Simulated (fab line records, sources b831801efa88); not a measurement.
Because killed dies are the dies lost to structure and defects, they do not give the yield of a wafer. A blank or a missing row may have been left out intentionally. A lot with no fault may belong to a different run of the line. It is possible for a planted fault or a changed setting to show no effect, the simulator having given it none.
Which tool was responsible? || flow gf180mcu || 6 lots with 18 wafers sampled at 3 steps, on a route of 602 steps

== WHAT THE GAUGES SHOWED, per wafer ==
GF_CONTACT_THK_MEAS_01.
{"lot": "L514", "measured": "day 16 02:57", "on": "filmMetro-02", "CONTACT_CVD_00_THK (nm)": "297 288 301"}
{"lot": "L517", "measured": "day 16 23:29", "on": "filmMetro-03", "CONTACT_CVD_00_THK (nm)": "295 296 152"}
{"lot": "L525", "measured": "day 20 06:00", "on": "filmMetro-04", "CONTACT_CVD_00_THK (nm)": "299 293 298"}
{"lot": "L529", "measured": "day 21 12:10", "on": "filmMetro-02", "CONTACT_CVD_00_THK (nm)": "295 300 299"}
{"lot": "L531", "measured": "day 22 02:58", "on": "filmMetro-03", "CONTACT_CVD_00_THK (nm)": "297 300 297"}
{"lot": "L533", "measured": "day 22 16:28", "on": "filmMetro-04", "CONTACT_CVD_00_THK (nm)": "298 301 298"}

== TOOL THAT RAN EACH LOT (tool first, then ch and the chambers of the sampled wafers, then the start) ==
{"lot": "L514", "GF_SALICIDE_SPUTTER_03": "pvdSputter-02, day 16 02:23", "GF_CONTACT_CVD_00": "hdpcvd-01 ch 0,1,2, day 16 02:53"}
{"lot": "L517", "GF_SALICIDE_SPUTTER_03": "pvdSputter-03, day 16 22:54", "GF_CONTACT_CVD_00": "hdpcvd-01 ch 0,1,2, day 16 23:26"}
{"lot": "L525", "GF_SALICIDE_SPUTTER_03": "pvdSputter-03, day 20 05:28", "GF_CONTACT_CVD_00": "hdpcvd-02 ch 0,1,2, day 20 05:58"}
{"lot": "L529", "GF_SALICIDE_SPUTTER_03": "pvdSputter-03, day 21 11:37", "GF_CONTACT_CVD_00": "hdpcvd-02 ch 0,1, day 21 12:07"}
{"lot": "L531", "GF_SALICIDE_SPUTTER_03": "pvdSputter-04, day 22 02:23", "GF_CONTACT_CVD_00": "hdpcvd-02 ch 0,1,2, day 22 02:55"}
{"lot": "L533", "GF_SALICIDE_SPUTTER_03": "pvdSputter-04, day 22 15:53", "GF_CONTACT_CVD_00": "hdpcvd-02 ch 0,2, day 22 16:23"}
- GF_SALICIDE_SPUTTER_03: material TiN, target thk 20 nm, time 16.7 s.
- GF_CONTACT_CVD_00: deposits SiO2, target thk 300 nm, time 50 s.

== THE ANSWER, worked out from the rows above alone ==
Rule: usual is defined by the lots themselves. The widest of any qualifying gaps counts: lots, ordered by their means at a reading, are off when they make up no more than a third of the lots, leave a main group of 4 or more, and stand apart from it by 3 or more times the standard deviation of that group's means. The tables above print the reading to a certain number of digits; a main group whose means all agree to those digits is not used. Also off: a lot with no number at a reading for which 4 or more lots have one. Any other lot the step has rows for is counted as sound.
Off: L517, at GF_CONTACT_THK_MEAS_01 (CONTACT_CVD_00_THK). For the main group the mean is 297 nm and the standard deviation 1.3.
A tool fits if, at a process step before that reading, it ran every lot that is off, and no sound lot after the first of them. The gauges at GF_CONTACT_THK_MEAS_01 are tried like those tools. One candidate fits, namely hdpcvd-01 at GF_CONTACT_CVD_00. Its last sound lot is L514 (day 16 02:53), its first lot that is off L517 (day 16 23:26): a fault that began between those two fits.

== WHAT THE SIMULATOR HAD PUT IN ==
hdpcvd-01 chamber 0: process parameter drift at GF_CONTACT_CVD_00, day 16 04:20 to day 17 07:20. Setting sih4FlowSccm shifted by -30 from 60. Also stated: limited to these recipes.
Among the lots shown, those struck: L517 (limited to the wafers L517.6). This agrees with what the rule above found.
